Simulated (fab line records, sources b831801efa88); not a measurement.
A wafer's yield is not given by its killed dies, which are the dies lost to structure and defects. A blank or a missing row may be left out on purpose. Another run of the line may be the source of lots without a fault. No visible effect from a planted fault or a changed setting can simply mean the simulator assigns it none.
Comparing a struck lot with a sound one + flow sky130 + 16 steps out of a route of 708
Sound: wafers L870.1, L870.5, L870.6. Struck: wafer L877.3 (left out: L877.2, a lot-mate that was not struck); the cause follows at the end.
Per side, at each step with rows, come the tool, then ch with its chambers, and then its first start. Under that, the readings that differ: sound wafers + struck wafers + difference of the means + sigmas: that difference in standard deviations of wafers without a fault.
alike: a reading whose means differ by less than 2 such deviations, as well as words and numbers matching on both sides. not compared: withheld readings; readings where some wafer has no value; bounds like >300 that might hide an equal value; numbers whose values overlap and for which the record gives no deviation.
A row with sigmas, a row that says differs or no value, or rows on one side alone: a step with any of these is where the two part. Non-overlapping numbers with no deviation appear without sigmas and do not part them. A reading that every wafer of one side lacks parts them only if that side has two wafers or more.

first, 4 steps without rows for these wafers: SKY_LDD_N_IMPLANT_12; SKY_LDD_N_IMPLANT_13; SKY_LDD_N_IMPLANT_14; SKY_LDD_N_IMPLANT_15.
SKY_LDD_N_STRIP_16: strips in O2/N2.
  sound on plasma_asher-03 ch 0,1, day 20 11:20; struck on plasma_asher-04 ch 1, day 22 15:25
  alike: drypump_motor_current_A, oes_product_au, strip_time_to_endpoint_s
  not compared: rf_hours_counter_h
SKY_LDD_N_TW_MEAS_17:
  struck on film_metro-03, day 22 15:32; sound on film_metro-01, day 20 11:26
  alike: LDD_N_TW
then, 6 steps without rows for these wafers: SKY_LDD_P_DEHYDRATE_00 (time 60 s); SKY_LDD_P_HMDS_01 (prime time 60 s); SKY_LDD_P_COAT_02 (resist thk 1140 nm); SKY_LDD_P_SOFTBAKE_03 (time 60 s); SKY_LDD_P_EXPOSE_04 (exposes mask PSDM, target cd 380 nm); SKY_LDD_P_PEB_05.
SKY_LDD_P_DEVELOP_06: develop time 60 s.
  sound on litho_track-03 ch 0, day 21 18:08; struck on litho_track-03 ch 0, day 23 21:49
  alike: developer_temp_C
SKY_LDD_P_CD_MEAS_07 targets a cd of 380 nm.
  struck on cd_sem-02, day 23 22:14; sound on cd_sem-02, day 21 18:17
| reading    | sound             | struck | difference | sigmas |
|------------|-------------------|--------|------------|--------|
| cd_nm (nm) | 381.7 377.5 382.2 | 414.5  | +34.0      | +14    |
  not compared: hold
SKY_LDD_P_OVL_MEAS_08:
  struck on overlay-01, day 24 01:25; sound on overlay-01, day 21 18:24
| reading | sound | struck                   | difference                   | sigmas |
|---------|-------|--------------------------|------------------------------|--------|
| hold    | - - - | await_dispo/3.1h/release | no value on the sound wafers |        |
  alike: LDD_P_OVL
-- a jump in the record: the struck wafers' starts before and after are 25 days apart (it breaks off in module LDD_P and resumes in module PAD_OPEN, where the first step shown is number 708 of the route) --
SKY_PAD_OPEN_PROBE_99:
  struck on prober-02, day 48 23:19; sound on prober-02, day 47 13:18
  alike: killed_at_M0_to_M3, killed_at_M4_up, killed_at_contacts, killed_at_front_end, killed_at_other, killed_dies, killed_on_rim, killed_open, killed_short

## WHERE THEY PART
Last at SKY_LDD_P_OVL_MEAS_08 as far as this record goes, first at SKY_LDD_P_CD_MEAS_07. Later steps at which nothing parts them and some readings are alike: SKY_PAD_OPEN_PROBE_99.

WHY: what the simulator had put in
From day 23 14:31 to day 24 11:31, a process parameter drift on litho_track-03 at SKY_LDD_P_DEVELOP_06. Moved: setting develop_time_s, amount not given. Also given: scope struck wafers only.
